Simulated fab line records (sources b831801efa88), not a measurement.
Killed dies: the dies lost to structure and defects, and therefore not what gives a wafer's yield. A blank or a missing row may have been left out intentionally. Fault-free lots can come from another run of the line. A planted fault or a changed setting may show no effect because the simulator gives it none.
A struck lot beside a sound one -- flow sfq-line -- 15 out of 325 route steps
Sound: the wafers L251.4, L251.5, L251.6. Struck: wafer L266.1. (L266.3, L266.5 of the same lot were not struck and are left out.) The cause comes at the end.
For every step that has rows: the tool of each side, followed by ch and its chambers, followed by its first start. Under that, the readings that differ: sound wafers -- struck wafers -- difference of the means -- sigmas: that difference in standard deviations of wafers without a fault.
alike: readings with means less than 2 such deviations apart, plus words and numbers identical on both sides. not compared: withheld readings, readings lacking a value on some wafer, bounds such as >300 that could conceal the same value, and numbers that have no deviation in the record and whose values overlap.
A row with sigmas, a row that says differs or no value, or rows on one side alone: a step with any of these is where the two part. When numbers do not overlap yet have no deviation, they are printed without sigmas and do not part them. Lack of a reading on every wafer of one side parts them only where that side has two or more wafers.

first, 1 step without rows for these wafers: SFQ_TRILAYER_M7_STRIP_SOLV_CLEAN_182 (cleans in NMP, time 600 s).
SFQ_TRILAYER_I7_DEP_PECVD_183: deposits SiO2 from SiH4/N2O, time 113.9 s, target thk 500 nm.
  sound on pecvd-01 ch 0,1,2, day 76 20:14; struck on pecvd-04 ch 1, day 87 06:15
reading,sound,struck,difference,sigmas
heater-power-w (W),35 92 68,101,+36,+2
  alike: throttle-valve-pct
SFQ_TRILAYER_I7_CMP_CMP_184: polishes SiO2.
  sound on cmp-01 ch 0,1,2, day 76 21:17; struck on cmp-02 ch 1, day 87 14:43
  alike: motor-current-A, time-to-endpoint-s
SFQ_I7_BOW_MEAS_946:
  sound on film-metro-02, day 76 23:20; struck on film-metro-01, day 87 17:43
  alike: I7_BOW
SFQ_TRILAYER_I7_METRO_MEASURE_185:
  sound on film-metro-02, day 77 00:00; struck on film-metro-01, day 87 17:50
  alike: thk-nm
then, 4 steps without rows for these wafers: SFQ_TRILAYER_I7_VIA_LITHO_COAT_192 (resist thk 62 nm); SFQ_TRILAYER_I7_VIA_LITHO_COAT_187 (resist thk 650 nm); SFQ_TRILAYER_I7_VIA_LITHO_SOFTBAKE_191; SFQ_TRILAYER_I7_VIA_LITHO_EXPOSE_188 (exposes mask I7, target cd 1000 nm).
SFQ_TRILAYER_I7_VIA_LITHO_PEB_190: peb time 60.96 s.
  sound on litho-track-02 ch 0, day 77 04:34; struck on litho-track-03 ch 0
  alike: plate-sensor-t-centre-C, plate-sensor-t-edge-C
then, 1 step without rows for these wafers: SFQ_TRILAYER_I7_VIA_LITHO_DEVELOP_189 (time 60 s).
SFQ_I7_OVL_MEAS_947:
  sound on overlay-02, day 77 04:49; struck on overlay-01, day 87 23:05
  alike: I7_OVL
SFQ_TRILAYER_I7_VIA_BARC_OPEN_VIA_ETCH_260: etches BARC in O2, target depth 125 nm, time 41.7 s.
  sound on rie-diel-03 ch 1,2, day 77 04:50; struck on rie-diel-01 ch 1, day 87 23:07
reading,sound,struck,difference,sigmas
oes-product-au (a.u.),0.676 0.681 0.686,0.650,-0.031,-7
run-length-s (s),70.5 70.4 70.5,73.8,+3.3,+8
  alike: drypump-motor-current-A
  not compared: rf-hours-counter-h, model.KrF_of_TRILAYER_I7_VIA_LITHO_COAT_187.thk-nm
SFQ_TRILAYER_I7_VIA_ETCH_VIA_ETCH_190: etches SiO2 in CHF3, stops on Nb, target depth 260 nm.
  sound on rie-diel-03 ch 1,2, day 77 04:52; struck on rie-diel-01 ch 1, day 87 23:10
  alike: drypump-motor-current-A, oes-product-au
  not compared: model.KrF_of_TRILAYER_I7_VIA_LITHO_COAT_187.thk-nm
SFQ_TRILAYER_I7_VIA_STRIP_STRIP_191: strips in O2.
  sound on rie-metal-04 ch 0,1, day 77 05:11; struck on rie-metal-03 ch 1, day 87 23:16
reading,sound,struck,difference,sigmas
drypump-motor-current-A (A),5.4 5.4 4.9,6.3,+1.1,+2
rf-hours-counter-h (h),- - -,26,no value on the sound wafers,
  alike: oes-product-au

== WHERE THEY PART ==
At SFQ_TRILAYER_I7_DEP_PECVD_183 first; at SFQ_TRILAYER_I7_VIA_STRIP_STRIP_191 last (within this record only).

WHY: what had been put in by the simulator
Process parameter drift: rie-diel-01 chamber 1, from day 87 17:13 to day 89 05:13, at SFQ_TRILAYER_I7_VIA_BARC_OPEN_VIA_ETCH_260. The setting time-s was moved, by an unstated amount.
